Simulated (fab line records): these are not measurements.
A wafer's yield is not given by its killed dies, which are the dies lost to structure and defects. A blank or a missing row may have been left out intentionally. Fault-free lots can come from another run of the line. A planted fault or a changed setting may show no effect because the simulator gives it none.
fab line records | flow sky130
record: lots: 14 | wafers: 42 | last_day: 50
route steps=708 shown FIELD_ISO@5 PWDE@54 NWELL@67 VT_ADJUST_LVTN@106
lots that met no fault: from a run of the same line without faults
start_h: start of the lot's first displayed wafer, in hours after the record's first day | wait_h: time in hours since the lot's previous step | " the same as in the row above | L1.1+2: several wafers, shown together as one row | - value missing, or start not given | * or withheld: withheld | < > ~ a bound
route shown NAME@n: names a module that has steps shown in the file, with the first one's number in the route | usual: mean/standard deviation taken from wafers without a fault | same: alike in all rows | chamber/n: place in a boat | sites: each site's reading | _std_site: how widely they spread, as a standard deviation | _edge_site: mean of outer sites minus mean of inner sites | radius_mm: how far each site lies from the wafer's centre | mask NAME#n: copy n | behind: the last tool/chamber to shape the wafer | hold: the reason the lot was held/the length of the hold in hours/how it ended | device: the transistor (n, p or np) that didn't switch | end of line: tests of these same wafers at the route's end | for a step that has no rows: nothing shown but its recipe | killed: count of dies lost to structure and defects at first sort (not the wafer's yield) | map: shows each die of a wafer: x if killed, . if not, _ if none is there
set.NAME: the run value of the setting; set.NAME@STEP: its run value at that earlier step | model.NAME: the simulator's own value behind a step, which no gauge read
steps of the route over a sample of lots; a table a step, a row a wafer
services: the hour from which a tool's chamber was out of use, counted from the record's first day as start_h (under 0 if before that day), plus the number of hours and why
== steps ==
step: SKY_FIELD_ISO_THK_MEAS_04
recipe: reads: Si3N4_of_FIELD_ISO_CVD_03
usual: FIELD_ISO_CVD_03_THK: 164.0/1.3
lot.wafer | tool          | chamber | start_h | wait_h | FIELD_ISO_CVD_03_THK[nm]
L708.1    | film_metro-04 | -       | 20.16   | 0.0    | 165.3
L708.4    | "             | -       | "       | "      | 165.6
L708.6    | "             | -       | "       | "      | 165.8
L709.3    | film_metro-01 | -       | 25.85   | 0.0    | 165.5
L709.4    | "             | -       | "       | "      | 167.7
L709.5    | "             | -       | "       | "      | 165.9
L711.4    | film_metro-02 | -       | 33.52   | 0.0    | 161.4
L711.5    | "             | -       | "       | "      | 161.2
L711.6    | "             | -       | "       | "      | 161.2
L712.2    | film_metro-02 | -       | 42.85   | 0.0    | 162.9
L712.4    | "             | -       | "       | "      | 164.4
L712.6    | "             | -       | "       | "      | 164.4
L713.1    | film_metro-04 | -       | 45.98   | 0.0    | 162.9
L713.5    | "             | -       | "       | "      | 163.7
L713.6    | "             | -       | "       | "      | 163.4
L715.1    | film_metro-04 | -       | 53.48   | 0.0    | 165.5
L715.3    | "             | -       | "       | "      | 165.6
L715.5    | "             | -       | "       | "      | 165.7
L719.1    | film_metro-02 | -       | 75.06   | 0.0    | 161.1
L719.4    | "             | -       | "       | "      | 162.4
L719.6    | "             | -       | "       | "      | 162.7
L721.2    | film_metro-01 | -       | 83.49   | 0.0    | 162.1
L721.4    | "             | -       | "       | "      | 162.5
L721.5    | "             | -       | "       | "      | 162.4
L722.3    | film_metro-01 | -       | 90.08   | 0.0    | 165.8
L722.5    | "             | -       | "       | "      | 165.0
L722.6    | "             | -       | "       | "      | 165.4
L723.1    | film_metro-02 | -       | 94.10   | 0.0    | 166.2
L723.4    | "             | -       | "       | "      | 163.5
L723.5    | "             | -       | "       | "      | 163.0
L724.2    | film_metro-02 | -       | 99.47   | 0.0    | 164.4
L724.3    | "             | -       | "       | "      | 164.8
L724.6    | "             | -       | "       | "      | 164.7
L725.1    | film_metro-02 | -       | 104.22  | 0.0    | 162.0
L725.2    | "             | -       | "       | "      | 162.5
L725.3    | "             | -       | "       | "      | 164.0
L727.1    | film_metro-01 | -       | 113.48  | 0.0    | 164.2
L727.4    | "             | -       | "       | "      | 165.1
L727.6    | "             | -       | "       | "      | 163.3
L730.4    | film_metro-04 | -       | 129.08  | 0.0    | 164.9
L730.5    | "             | -       | "       | "      | 163.6
L730.6    | "             | -       | "       | "      | 164.2
step: SKY_FIELD_ISO_THK_MEAS_23
recipe: reads: SiO2_of_FIELD_ISO_OXIDATION_22
usual: FIELD_ISO_OXIDATION_01_THK: 10.02/0.18
lot.wafer | tool          | chamber | start_h | wait_h | FIELD_ISO_OXIDATION_01_THK[nm]
L708.1    | film_metro-02 | -       | 38.16   | 0.0    | 9.72
L708.4    | "             | -       | "       | "      | 9.83
L708.6    | "             | -       | "       | "      | 10.09
L709.3    | film_metro-01 | -       | 44.04   | 0.0    | 10.06
L709.4    | "             | -       | "       | "      | 9.94
L709.5    | "             | -       | "       | "      | 10.05
L711.4    | film_metro-01 | -       | 50.83   | 0.0    | 10.19
L711.5    | "             | -       | "       | "      | 10.21
L711.6    | "             | -       | "       | "      | 10.24
L712.2    | film_metro-04 | -       | 62.11   | 0.0    | 9.95
L712.4    | "             | -       | "       | "      | 10.03
L712.6    | "             | -       | "       | "      | 9.99
L713.1    | film_metro-01 | -       | 64.53   | 0.0    | 10.34
L713.5    | "             | -       | "       | "      | 10.08
L713.6    | "             | -       | "       | "      | 10.17
L715.1    | film_metro-02 | -       | 71.71   | 0.0    | 9.82
L715.3    | "             | -       | "       | "      | 9.89
L715.5    | "             | -       | "       | "      | 9.96
L719.1    | film_metro-02 | -       | 93.84   | 0.0    | 9.98
L719.4    | "             | -       | "       | "      | 9.95
L719.6    | "             | -       | "       | "      | 10.14
L721.2    | film_metro-02 | -       | 103.55  | 0.0    | 10.13
L721.4    | "             | -       | "       | "      | 9.99
L721.5    | "             | -       | "       | "      | 10.19
L722.3    | film_metro-02 | -       | 109.46  | 0.0    | 9.96
L722.5    | "             | -       | "       | "      | 9.86
L722.6    | "             | -       | "       | "      | 10.06
L723.1    | film_metro-01 | -       | 114.24  | 0.0    | 9.98
L723.4    | "             | -       | "       | "      | 9.85
L723.5    | "             | -       | "       | "      | 9.83
L724.2    | film_metro-02 | -       | 119.58  | 0.0    | 9.62
L724.3    | "             | -       | "       | "      | 9.75
L724.6    | "             | -       | "       | "      | 9.43
L725.1    | film_metro-04 | -       | 124.44  | 0.0    | 9.78
L725.2    | "             | -       | "       | "      | 9.76
L725.3    | "             | -       | "       | "      | 9.79
L727.1    | film_metro-01 | -       | 134.20  | 0.0    | 10.12
L727.4    | "             | -       | "       | "      | 10.20
L727.6    | "             | -       | "       | "      | 10.27
L730.4    | film_metro-01 | -       | 150.60  | 0.0    | 10.07
L730.5    | "             | -       | "       | "      | 9.82
L730.6    | "             | -       | "       | "      | 10.06
step: SKY_PWDE_STRIP_09
recipe: chemistry: O2/N2 | power_w: 1400 | pressure_mtorr: 1500 | platen_temp_c: withheld | o2_flow_sccm: 3000 | n2_flow_sccm: 300 | overash_fraction: 0.5
usual: chamber_pressure_mTorr: 1500.1/1.3 | drypump_motor_current_A: 5.73/0.3 | oes_product_au: 0.722/0.0048 | strip_time_to_endpoint_s: 36.88/0.11
lot.wafer | tool            | chamber | start_h | wait_h | chamber_pressure_mTorr | drypump_motor_current_A | oes_product_au | rf_hours_counter_h | strip_time_to_endpoint_s
L708.1    | plasma_asher-01 | 0       | 76.02   | 0.1    | 1501.0                 | 6.36                    | 0.733          | 26                 | 36.77
L708.4    | "               | 1       | "       | "      | 1501.5                 | 5.53                    | 0.719          | -                  | 36.80
L708.6    | "               | 1       | "       | "      | 1499.3                 | 5.55                    | 0.720          | -                  | 36.87
L709.3    | plasma_asher-01 | 0       | 80.85   | 0.1    | 1498.4                 | 6.37                    | 0.713          | -                  | 36.89
L709.4    | "               | 1       | "       | "      | 1496.8                 | 5.56                    | 0.722          | -                  | 36.92
L709.5    | "               | 0       | "       | "      | 1498.7                 | 6.34                    | 0.723          | -                  | 36.93
L711.4    | plasma_asher-02 | 0       | 91.00   | 0.1    | 1500.6                 | 5.53                    | 0.717          | -                  | 36.92
L711.5    | "               | 0       | "       | "      | 1501.0                 | 5.55                    | 0.725          | -                  | 36.83
L711.6    | "               | 1       | "       | "      | 1500.8                 | 5.44                    | 0.723          | -                  | 36.99
L712.2    | plasma_asher-04 | 1       | 102.29  | 0.1    | -                      | -                       | -              | -                  | -
L712.4    | "               | 0       | "       | "      | -                      | -                       | -              | -                  | -
L712.6    | "               | 0       | "       | "      | -                      | -                       | -              | -                  | -
L713.1    | plasma_asher-02 | 0       | 104.87  | 0.1    | -                      | -                       | -              | -                  | -
L713.5    | "               | 0       | "       | "      | -                      | -                       | -              | -                  | -
L713.6    | "               | 1       | "       | "      | -                      | -                       | -              | -                  | -
L715.1    | plasma_asher-04 | 0       | 112.89  | 0.1    | 1499.2                 | 5.60                    | 0.723          | 42                 | 36.90
L715.3    | "               | 0       | "       | "      | 1501.3                 | 5.63                    | 0.724          | -                  | 36.89
L715.5    | "               | 0       | "       | "      | 1499.4                 | 5.63                    | 0.714          | -                  | 36.87
L719.1    | plasma_asher-04 | 0       | 134.57  | 0.1    | 1500.3                 | 5.65                    | 0.716          | 44                 | 36.84
L719.4    | "               | 1       | "       | "      | 1499.3                 | 5.90                    | 0.711          | -                  | 36.99
L719.6    | "               | 1       | "       | "      | 1498.1                 | 5.90                    | 0.725          | -                  | 36.83
L721.2    | plasma_asher-02 | 0       | 146.74  | 0.1    | 1498.8                 | 5.55                    | 0.725          | 3                  | 36.89
L721.4    | "               | 1       | "       | "      | 1497.7                 | 5.44                    | 0.729          | -                  | 36.88
L721.5    | "               | 0       | "       | "      | 1501.0                 | 5.56                    | 0.722          | -                  | 36.78
L722.3    | plasma_asher-04 | 0       | 152.88  | 0.1    | 1500.9                 | 5.65                    | 0.726          | -                  | 36.91
L722.5    | "               | 0       | "       | "      | 1503.4                 | 5.65                    | 0.729          | -                  | 36.85
L722.6    | "               | 1       | "       | "      | 1498.8                 | 5.85                    | 0.726          | -                  | 36.89
L723.1    | plasma_asher-02 | 1       | 157.50  | 0.1    | 1501.7                 | 5.48                    | 0.730          | 4                  | 36.90
L723.4    | "               | 1       | "       | "      | 1502.1                 | 5.46                    | 0.718          | -                  | 36.89
L723.5    | "               | 0       | "       | "      | 1500.7                 | 5.56                    | 0.720          | -                  | 36.77
L724.2    | plasma_asher-02 | 1       | 163.69  | 0.1    | 1500.1                 | 5.44                    | 0.722          | 4                  | 36.87
L724.3    | "               | 1       | "       | "      | 1498.8                 | 5.44                    | 0.722          | -                  | 36.76
L724.6    | "               | 1       | "       | "      | 1501.7                 | 5.46                    | 0.732          | -                  | 36.76
L725.1    | plasma_asher-02 | 0       | 168.64  | 0.1    | 1500.4                 | 5.54                    | 0.718          | 5                  | 36.85
L725.2    | "               | 1       | "       | "      | 1497.4                 | 5.48                    | 0.724          | 5                  | 36.88
L725.3    | "               | 0       | "       | "      | 1500.8                 | 5.55                    | 0.720          | -                  | 36.82
L727.1    | plasma_asher-02 | 0       | 178.40  | 0.1    | 1502.0                 | 5.54                    | 0.720          | 6                  | 36.91
L727.4    | "               | 1       | "       | "      | 1500.2                 | 5.42                    | 0.719          | -                  | 36.82
L727.6    | "               | 0       | "       | "      | 1499.8                 | 5.54                    | 0.720          | -                  | 36.80
L730.4    | plasma_asher-02 | 0       | 197.10  | 0.1    | 1500.8                 | 5.56                    | 0.715          | -                  | 37.06
L730.5    | "               | 0       | "       | "      | 1500.8                 | 5.58                    | 0.717          | -                  | 36.94
L730.6    | "               | 1       | "       | "      | 1499.4                 | 5.47                    | 0.727          | -                  | 37.07
step: SKY_NWELL_STRIP_14
recipe: chemistry: O2/N2 | power_w: 1400 | pressure_mtorr: 1500 | platen_temp_c: withheld | o2_flow_sccm: 3000 | n2_flow_sccm: 300 | overash_fraction: 0.5
usual: chamber_pressure_mTorr: 1500.1/1.5 | drypump_motor_current_A: 5.7/0.42 | oes_product_au: 0.722/0.0049 | strip_time_to_endpoint_s: 36.93/0.096
lot.wafer | tool            | chamber | start_h | wait_h | chamber_pressure_mTorr | drypump_motor_current_A | oes_product_au | rf_hours_counter_h | strip_time_to_endpoint_s
L708.1    | plasma_asher-01 | 1       | 93.55   | 0.1    | 1501.9                 | 5.6                     | 0.727          | 28                 | 36.89
L708.4    | "               | 0       | "       | "      | 1502.5                 | 6.4                     | 0.729          | -                  | 37.03
L708.6    | "               | 0       | "       | "      | 1501.1                 | 6.4                     | 0.725          | -                  | 36.89
L709.3    | plasma_asher-01 | 1       | 98.22   | 0.1    | 1499.8                 | 5.5                     | 0.725          | -                  | 36.86
L709.4    | "               | 0       | "       | "      | 1500.5                 | 6.4                     | 0.713          | -                  | 36.91
L709.5    | "               | 1       | "       | "      | 1501.3                 | 5.5                     | 0.723          | -                  | 36.97
L711.4    | plasma_asher-03 | 1       | 109.63  | 0.1    | 1499.8                 | 6.0                     | 0.721          | -                  | 37.00
L711.5    | "               | 1       | "       | "      | 1500.4                 | 6.0                     | 0.720          | -                  | 36.97
L711.6    | "               | 0       | "       | "      | 1498.6                 | 5.1                     | 0.722          | -                  | 36.98
L712.2    | plasma_asher-02 | 0       | 120.84  | 0.1    | 1501.7                 | 5.6                     | 0.733          | 0                  | 81.11
L712.4    | "               | 1       | "       | "      | 1501.9                 | 5.4                     | 0.736          | -                  | 81.20
L712.6    | "               | 0       | "       | "      | 1497.4                 | 5.5                     | 0.733          | -                  | 80.98
L713.1    | plasma_asher-03 | 0       | 124.22  | 0.1    | 1501.8                 | 5.2                     | 0.739          | 44                 | 80.83
L713.5    | "               | 1       | "       | "      | 1498.3                 | 6.0                     | 0.736          | -                  | 80.82
L713.6    | "               | 0       | "       | "      | 1498.6                 | 5.1                     | 0.742          | -                  | 81.04
L715.1    | plasma_asher-01 | 0       | 131.90  | 0.1    | 1498.5                 | 6.4                     | 0.724          | 32                 | 36.80
L715.3    | "               | 1       | "       | "      | 1500.7                 | 5.6                     | 0.719          | -                  | 36.68
L715.5    | "               | 1       | "       | "      | 1498.2                 | 5.6                     | 0.723          | -                  | 36.73
L719.1    | plasma_asher-01 | 1       | 155.10  | 0.1    | 1499.5                 | 5.5                     | 0.719          | 34                 | 36.85
L719.4    | "               | 1       | "       | "      | 1498.8                 | 5.5                     | 0.716          | -                  | 36.86
L719.6    | "               | 1       | "       | "      | 1499.2                 | 5.5                     | 0.718          | -                  | 36.83
L721.2    | plasma_asher-02 | 1       | 167.32  | 0.1    | 1501.1                 | 5.5                     | 0.717          | 5                  | 36.84
L721.4    | "               | 1       | "       | "      | 1500.3                 | 5.4                     | 0.724          | -                  | 36.79
L721.5    | "               | 0       | "       | "      | 1501.4                 | 5.5                     | 0.721          | -                  | 36.91
L722.3    | plasma_asher-03 | 1       | 174.43  | 0.1    | 1496.1                 | 6.0                     | 0.714          | -                  | 37.07
L722.5    | "               | 0       | "       | "      | 1500.3                 | 5.1                     | 0.726          | -                  | 37.10
L722.6    | "               | 1       | "       | "      | 1501.1                 | 6.0                     | 0.721          | -                  | 37.01
L723.1    | plasma_asher-01 | 0       | 178.99  | 0.1    | 1501.0                 | 6.4                     | 0.726          | 36                 | 36.97
L723.4    | "               | 0       | "       | "      | 1501.7                 | 6.4                     | 0.722          | -                  | 36.92
L723.5    | "               | 0       | "       | "      | 1500.8                 | 6.4                     | 0.729          | -                  | 36.94
L724.2    | plasma_asher-03 | 0       | 185.55  | 0.1    | 1501.9                 | 5.1                     | 0.724          | 50                 | 37.03
L724.3    | "               | 1       | "       | "      | 1501.1                 | 6.0                     | 0.725          | -                  | 37.03
L724.6    | "               | 0       | "       | "      | 1499.1                 | 5.1                     | 0.725          | -                  | 36.99
L725.1    | plasma_asher-02 | 0       | 190.10  | 0.1    | 1498.9                 | 5.6                     | 0.722          | 7                  | 36.77
L725.2    | "               | 1       | "       | "      | 1500.5                 | 5.5                     | 0.727          | 7                  | 36.86
L725.3    | "               | 1       | "       | "      | 1500.2                 | 5.4                     | 0.721          | -                  | 36.97
L727.1    | plasma_asher-03 | 1       | 199.77  | 0.1    | 1498.8                 | 6.0                     | 0.726          | 52                 | 37.02
L727.4    | "               | 1       | "       | "      | 1500.3                 | 6.0                     | 0.727          | -                  | 36.99
L727.6    | "               | 1       | "       | "      | 1498.3                 | 6.0                     | 0.722          | -                  | 36.94
L730.4    | plasma_asher-02 | 0       | 218.95  | 0.1    | 1501.7                 | 5.6                     | 0.720          | -                  | 36.91
L730.5    | "               | 1       | "       | "      | 1501.3                 | 5.5                     | 0.725          | -                  | 36.81
L730.6    | "               | 0       | "       | "      | 1498.7                 | 5.5                     | 0.726          | -                  | 36.83
step: SKY_NWELL_TW_MEAS_15
usual: NWELL_TW: 1821/15
lot.wafer | tool          | chamber | start_h | wait_h | NWELL_TW
L708.1    | film_metro-01 | -       | 93.65   | 0.1    | 1806
L708.4    | "             | -       | "       | "      | 1822
L708.6    | "             | -       | "       | "      | 1808
L709.3    | film_metro-02 | -       | 98.31   | 0.1    | 1805
L709.4    | "             | -       | "       | "      | 1813
L709.5    | "             | -       | "       | "      | 1810
L711.4    | film_metro-02 | -       | 109.73  | 0.1    | 1818
L711.5    | "             | -       | "       | "      | 1809
L711.6    | "             | -       | "       | "      | 1809
L712.2    | film_metro-03 | -       | 120.95  | 0.1    | 30
L712.4    | "             | -       | "       | "      | 30
L712.6    | "             | -       | "       | "      | 30
L713.1    | film_metro-03 | -       | 124.32  | 0.1    | 30
L713.5    | "             | -       | "       | "      | 30
L713.6    | "             | -       | "       | "      | 30
L715.1    | film_metro-02 | -       | 132.00  | 0.1    | 1815
L715.3    | "             | -       | "       | "      | 1822
L715.5    | "             | -       | "       | "      | 1812
L719.1    | film_metro-01 | -       | 155.20  | 0.1    | 1803
L719.4    | "             | -       | "       | "      | 1813
L719.6    | "             | -       | "       | "      | 1813
L721.2    | film_metro-03 | -       | 167.43  | 0.1    | 1836
L721.4    | "             | -       | "       | "      | 1842
L721.5    | "             | -       | "       | "      | 1843
L722.3    | film_metro-02 | -       | 174.52  | 0.1    | 1800
L722.5    | "             | -       | "       | "      | 1798
L722.6    | "             | -       | "       | "      | 1798
L723.1    | film_metro-03 | -       | 179.09  | 0.1    | 1839
L723.4    | "             | -       | "       | "      | 1829
L723.5    | "             | -       | "       | "      | 1845
L724.2    | film_metro-03 | -       | 185.66  | 0.1    | 1828
L724.3    | "             | -       | "       | "      | 1847
L724.6    | "             | -       | "       | "      | 1841
L725.1    | film_metro-03 | -       | 190.20  | 0.1    | 1829
L725.2    | "             | -       | "       | "      | 1831
L725.3    | "             | -       | "       | "      | 1843
L727.1    | film_metro-03 | -       | 199.87  | 0.1    | 1838
L727.4    | "             | -       | "       | "      | 1845
L727.6    | "             | -       | "       | "      | 1837
L730.4    | film_metro-03 | -       | 219.05  | 0.1    | 1837
L730.5    | "             | -       | "       | "      | 1837
L730.6    | "             | -       | "       | "      | 1838
step: SKY_VT_ADJUST_LVTN_STRIP_09
recipe: chemistry: O2/N2 | power_w: 1400 | pressure_mtorr: 1500 | platen_temp_c: withheld | o2_flow_sccm: 3000 | n2_flow_sccm: 300 | overash_fraction: 0.5
usual: chamber_pressure_mTorr: 1500.1/1.4 | drypump_motor_current_A: 5.60/0.25 | oes_product_au: 0.722/0.0043 | strip_time_to_endpoint_s: 36.89/0.11
lot.wafer | tool            | chamber | start_h | wait_h | chamber_pressure_mTorr | drypump_motor_current_A | oes_product_au | rf_hours_counter_h | strip_time_to_endpoint_s
L708.1    | plasma_asher-04 | 1       | 151.20  | 0.1    | 1501.5                 | 5.89                    | 0.726          | 46                 | 36.97
L708.4    | "               | 1       | "       | "      | 1500.0                 | 5.89                    | 0.723          | -                  | 36.95
L708.6    | "               | 1       | "       | "      | 1500.5                 | 5.91                    | 0.716          | -                  | 37.00
L709.3    | plasma_asher-03 | 1       | 155.83  | 0.1    | 1499.1                 | 6.02                    | 0.714          | -                  | 36.78
L709.4    | "               | 0       | "       | "      | 1500.7                 | 5.13                    | 0.724          | -                  | 36.76
L709.5    | "               | 1       | "       | "      | 1501.1                 | 6.04                    | 0.718          | -                  | 36.83
L711.4    | plasma_asher-03 | 0       | 170.73  | 0.1    | 1501.5                 | 5.16                    | 0.725          | -                  | 36.78
L711.5    | "               | 1       | "       | "      | 1501.7                 | 6.00                    | 0.723          | -                  | 36.75
L711.6    | "               | 0       | "       | "      | 1502.2                 | 5.13                    | 0.722          | -                  | 36.74
L712.2    | plasma_asher-04 | 0       | 183.14  | 0.1    | 1499.1                 | 5.64                    | 0.719          | 49                 | 36.95
L712.4    | "               | 0       | "       | "      | 1497.8                 | 5.63                    | 0.725          | -                  | 37.06
L712.6    | "               | 1       | "       | "      | 1501.8                 | 5.92                    | 0.721          | -                  | 37.05
L713.1    | plasma_asher-02 | 0       | 186.84  | 0.1    | 1498.2                 | 5.54                    | 0.728          | 6                  | 36.91
L713.5    | "               | 1       | "       | "      | 1499.3                 | 5.46                    | 0.714          | -                  | 36.85
L713.6    | "               | 0       | "       | "      | 1500.3                 | 5.57                    | 0.729          | -                  | 36.87
L715.1    | plasma_asher-02 | 0       | 194.44  | 0.1    | 1502.0                 | 5.53                    | 0.724          | 7                  | 36.75
L715.3    | "               | 1       | "       | "      | 1499.7                 | 5.43                    | 0.729          | -                  | 36.67
L715.5    | "               | 1       | "       | "      | 1501.2                 | 5.45                    | 0.725          | -                  | 36.71
L719.1    | plasma_asher-02 | 0       | 219.49  | 0.1    | 1499.2                 | 5.57                    | 0.718          | 10                 | 36.92
L719.4    | "               | 0       | "       | "      | 1499.8                 | 5.56                    | 0.725          | -                  | 36.90
L719.6    | "               | 1       | "       | "      | 1500.7                 | 5.44                    | 0.710          | -                  | 36.81
L721.2    | plasma_asher-03 | 0       | 232.09  | 0.1    | 1501.9                 | 5.13                    | 0.724          | 55                 | 36.99
L721.4    | "               | 0       | "       | "      | 1499.7                 | 5.13                    | 0.722          | -                  | 36.86
L721.5    | "               | 0       | "       | "      | 1502.0                 | 5.15                    | 0.725          | -                  | 36.84
L722.3    | plasma_asher-03 | 0       | 240.82  | 0.1    | 1499.7                 | 5.11                    | 0.726          | -                  | 36.93
L722.5    | "               | 1       | "       | "      | 1500.0                 | 6.01                    | 0.723          | -                  | 36.97
L722.6    | "               | 0       | "       | "      | 1501.3                 | 5.14                    | 0.729          | -                  | 36.85
L723.1    | plasma_asher-03 | 0       | 244.64  | 0.1    | 1498.6                 | 5.16                    | 0.727          | 56                 | 36.77
L723.4    | "               | 1       | "       | "      | 1501.2                 | 6.02                    | 0.731          | -                  | 36.81
L723.5    | "               | 0       | "       | "      | 1500.9                 | 5.14                    | 0.724          | -                  | 36.67
L724.2    | plasma_asher-02 | 0       | 249.84  | 0.1    | 1498.7                 | 5.55                    | 0.725          | 13                 | 36.80
L724.3    | "               | 0       | "       | "      | 1498.1                 | 5.55                    | 0.722          | -                  | 36.80
L724.6    | "               | 0       | "       | "      | 1498.8                 | 5.56                    | 0.715          | -                  | 36.91
L725.1    | plasma_asher-04 | 0       | 256.19  | 0.1    | 1500.0                 | 5.69                    | 0.728          | 56                 | 36.86
L725.2    | "               | 1       | "       | "      | 1501.0                 | 5.92                    | 0.726          | 56                 | 37.00
L725.3    | "               | 1       | "       | "      | 1501.3                 | 5.90                    | 0.719          | -                  | 36.84
L727.1    | plasma_asher-02 | 1       | 267.45  | 0.1    | 1501.9                 | 5.42                    | 0.722          | 14                 | 36.91
L727.4    | "               | 1       | "       | "      | 1500.6                 | 5.45                    | 0.721          | -                  | 36.81
L727.6    | "               | 1       | "       | "      | 1498.3                 | 5.40                    | 0.727          | -                  | 36.97
L730.4    | plasma_asher-04 | 1       | 290.37  | 0.1    | 1503.3                 | 5.94                    | 0.720          | -                  | 36.88
L730.5    | "               | 1       | "       | "      | 1499.4                 | 5.94                    | 0.720          | -                  | 36.85
L730.6    | "               | 0       | "       | "      | 1498.9                 | 5.62                    | 0.722          | -                  | 36.96
== services ==
tool            | chamber | start_h | hours | kind
plasma_asher-02 | -       | 70.22   | 2.8   | pm
plasma_asher-04 | -       | 104.48  | 2.5   | repair
plasma_asher-02 | -       | 108.75  | 9.0   | pm
plasma_asher-02 | 0       | 108.75  | 9.0   | vent_cycle
plasma_asher-02 | 1       | 108.75  | 9.0   | vent_cycle
plasma_asher-02 | 0       | 117.75  | -     | clean
plasma_asher-02 | 1       | 117.75  | -     | clean
plasma_asher-03 | -       | 124.32  | 2.8   | pm
plasma_asher-02 | -       | 270.69  | 1.2   | repair
== key ==
first_sign: step: SKY_PWDE_STRIP_09 | reading: tool_record | direction: missing
effect: step: SKY_NWELL_STRIP_14 | reading: strip_time_to_endpoint_s | direction: up | sigmas: 99+ | usual: * | struck: *
effect: step: SKY_NWELL_TW_MEAS_15 | reading: NWELL_TW | direction: down | sigmas: 99+ | usual: 1821 | struck: 30
met_at SKY_PWDE_STRIP_09
struck_lots L712,L713
sort_left_out L712.2,L712.4,L712.6,L713.1,L713.5,L713.6
tester_left_out L712,L713
not_acting_at SKY_FIELD_ISO_THK_MEAS_04,SKY_FIELD_ISO_THK_MEAS_23,SKY_VT_ADJUST_LVTN_STRIP_09
onset_between 91.00 102.29
fault: kind: skipped_step_whole | tool: plasma_asher-02,plasma_asher-04 | chamber: - | onset_h: 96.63 | steps: SKY_PWDE_STRIP_09 | scope: struck_lots_only
tester_left_out: of these lots the tester's yield and bins aren't shown, on N5 and GAA mostly nor the transistor test; their killed dies are dies lost to structure and defects alone, not to doping, threshold or leakage, so they don't give the yield
sort_left_out: the simulated sort isn't trusted on such a fault, so these wafers' sort isn't shown, and their yield isn't known
